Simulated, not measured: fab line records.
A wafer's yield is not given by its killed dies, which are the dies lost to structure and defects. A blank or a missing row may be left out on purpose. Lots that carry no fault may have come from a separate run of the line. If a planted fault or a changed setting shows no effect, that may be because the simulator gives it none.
Chamber matching    flow sky130    cmp-01 running SKY_VIA3_CMP_02: 4 sister chambers
The step polishes SiO2. 4 wafers are shown with their chamber, then 7 later ones without.

WAFERS WITH THEIR CHAMBER
wafer   chamber  motor_current_A (A)
L700.5  2        11.3
L701.5  3        12.8
L702.2  1        12.0
L702.4  0        13.4

WAFERS WITH NO CHAMBER GIVEN
wafer   motor_current_A (A)
L702.5  12.8
L703.1  11.6
L703.2  13.7
L703.6  12.6
L710.2  13.0
L710.3  11.6
L710.5  11.5

THE CHAMBER EACH PASSED THROUGH
wafer   from the rows above      in truth
L702.5  3                        3
L703.1  can't be placed: 2 or 1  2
L703.2  0                        0
L703.6  can't be placed: 3 or 1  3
L710.2  can't be placed: 3 or 0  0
L710.3  can't be placed: 2 or 1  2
L710.5  can't be placed: 2 or 1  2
Correctly placed: 2 of 7. From these rows, 5 cannot be placed; in 5 the true chamber is one of the candidates. 0 placed wrongly.
How it was worked out, from the rows above alone: a wafer's distance from a chamber is the root of the sum, over the readings, of the square of ((its reading less the chamber's mean) divided by the reading's scatter). The wafer belongs to the nearest chamber; if the next one is less than 2 further off, it can't be placed. A chamber's mean is the mean of its shown wafers. The scatter: root of mean squared gap, hidden wafer to nearest shown wafer, with one shown wafer a chamber.
